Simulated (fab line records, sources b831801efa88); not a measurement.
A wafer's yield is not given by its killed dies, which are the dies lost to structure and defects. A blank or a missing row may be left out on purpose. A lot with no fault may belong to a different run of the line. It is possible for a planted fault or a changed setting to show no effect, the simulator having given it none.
Which tool was responsible? | flow gf180mcu | 14 lots with 41 wafers sampled at 3 steps, on a route of 602 steps

## WHAT EACH GAUGE READ, for each wafer
GF_MVSD_OVL_MEAS_07.
lot  | measured     | on         | MVSD_OVL (nm)
L583 | day 4 21:43  | overlay-01 | -2.4 -2.2 -2.8
L584 | day 5 04:41  | overlay-01 | -4.1 -5.5 -3.9
L586 | day 5 10:28  | overlay-02 | -0.3 2.3 0.5
L587 | day 5 12:34  | overlay-01 | -0.7 -0.7 -0.2
L588 | day 5 22:42  | overlay-02 | 0.6 0.5 -0.7
L589 | day 6 07:24  | overlay-01 | 0.9 0.3
L591 | day 6 14:32  | overlay-02 | 0.6 -0.8 -0.1
L592 | day 6 19:35  | overlay-02 | 1.7 0.7 2.4
L593 | day 7 01:34  | overlay-01 | -0.5 -0.7 -2.2
L597 | day 8 00:37  | overlay-02 | 1.2 1.2 1.3
L599 | day 8 13:07  | overlay-02 | 0.5 1.7 4.3
L600 | day 8 19:52  | overlay-02 | -0.7 1.4 0.7
L603 | day 9 12:52  | overlay-01 | -0.9 -1.9 -2.1
L605 | day 10 00:34 | overlay-02 | -0.5 0.0 0.7

GF_MVPSD_OVL_MEAS_07.
lot  | measured     | on         | MVPSD_OVL (nm)
L583 | day 5 12:01  | overlay-02 | 2.1 2.1 1.6
L584 | day 5 19:01  | overlay-01 | -2.7 -1.8 -3.7
L586 | day 6 00:58  | overlay-01 | -1.3 -1.3 -0.4
L587 | day 6 02:40  | overlay-02 | -0.8 -0.6 -0.2
L588 | day 6 13:22  | overlay-02 | 0.7 0.0 -0.7
L589 | day 6 22:54  | overlay-02 | -2.1 -0.2
L591 | day 7 06:07  | overlay-02 | -0.5 -0.6 -1.1
L592 | day 7 11:18  | overlay-02 | -1.5 3.1 0.4
L593 | day 7 18:09  | overlay-02 | 0.6 0.3 0.5
L597 | day 8 17:01  | overlay-02 | 0.9 1.7 -0.5
L599 | day 9 06:31  | overlay-02 | -1.2 -0.6 -2.5
L600 | day 9 13:36  | overlay-02 | 0.1 0.8 0.5
L603 | day 10 07:00 | overlay-01 | -1.5 -2.0 -1.6
L605 | day 10 19:01 | overlay-01 | 0.8 1.2 0.5

## WHICH TOOL RAN EACH LOT (tool, then ch and the chambers of the sampled wafers, then the start)
lot  | GF_MVPSD_DEHYDRATE_00
L583 | litho track-03 ch 0, day 5 04:28
L584 | litho track-02 ch 0, day 5 11:40
L586 | litho track-04 ch 0, day 5 17:23
L587 | litho track-04 ch 0, day 5 19:20
L588 | litho track-02 ch 0, day 6 05:26
L589 | litho track-02 ch 0, day 6 14:40
L591 | litho track-02 ch 0, day 6 22:04
L592 | litho track-03 ch 0, day 7 03:10
L593 | litho track-04 ch 0, day 7 09:06
L597 | litho track-03 ch 0, day 8 08:46
L599 | litho track-03 ch 0, day 8 21:25
L600 | litho track-03 ch 0, day 9 04:37
L603 | litho track-04 ch 0, day 9 21:54
L605 | litho track-04 ch 0, day 10 09:15
- GF_MVPSD_DEHYDRATE_00: time 60 s.

## WHAT THE TOOLS THEMSELVES READ (means of the sampled wafers that have a number; where no wafer has one, the mark that the record gives instead)
GF_MVPSD_DEHYDRATE_00.
lot  | tool           | heater power total W (W) | plate temp C (C)
L583 | litho track-03 | 160.47                   | 199.95
L584 | litho track-02 | 160.52                   | 200.11
L586 | litho track-04 | 160.40                   | 200.07
L587 | litho track-04 | 160.36                   | 199.85
L588 | litho track-02 | 160.40                   | 200.12
L589 | litho track-02 | 160.27                   | 199.88
L591 | litho track-02 | 160.44                   | 199.97
L592 | litho track-03 | 160.32                   | 199.95
L593 | litho track-04 | 160.34                   | 200.16
L597 | litho track-03 | 165.91                   | 205.65
L599 | litho track-03 | 166.10                   | 205.48
L600 | litho track-03 | 166.01                   | 205.52
L603 | litho track-04 | 160.34                   | 200.14
L605 | litho track-04 | 160.35                   | 199.78

## THE ANSWER, worked out from the rows above alone
Rule: what is usual is taken from the lots themselves. The widest of any qualifying gaps counts: lots, ordered by their means at a reading, are off when they make up no more than a third of the lots, leave a main group of 4 or more, and stand apart from it by 3 or more times the standard deviation of that group's means. The tables above print the reading to a certain number of digits; a main group whose means all agree to those digits is not used. A lot without any number at a reading at which 4 lots or more have one is off too. Any other lot the step has rows for is counted as sound. First the gauges in route order, then the tools' own readings, where a lot's mean is used as printed above. The first step at which some lot is off is used, and at that step the reading that is off furthest; a lot without a number counts as furthest.
Off at GF_MVPSD_DEHYDRATE_00 (heater power total W): L597, L599, L600. Mean 160.38 W and standard deviation 0.069 in the main group.
A tool fits if, at that step or a process step before it, it ran every lot that is off, and no sound lot after the first of them. One fits: litho track-03 at GF_MVPSD_DEHYDRATE_00. Its last sound lot is L592 (day 7 03:10), its first lot that is off L597 (day 8 08:46): a fault that began between those two fits.
The tool's own readings at GF_MVPSD_DEHYDRATE_00 bear it out: on the lots that are off they differ by more than 5 times the standard deviation of the sound lots' means. heater power total W reads 166.01 W there against 160.38 W on the sound lots; plate temp C reads 205.55 C there against 200.00 C on the sound lots.

## WHAT HAD BEEN PUT IN BY THE SIMULATOR
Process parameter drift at GF_MVPSD_DEHYDRATE_00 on litho track-03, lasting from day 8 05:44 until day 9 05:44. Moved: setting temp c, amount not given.
Struck lots among those shown: L597, L599, L600. The rule above reached the same finding.
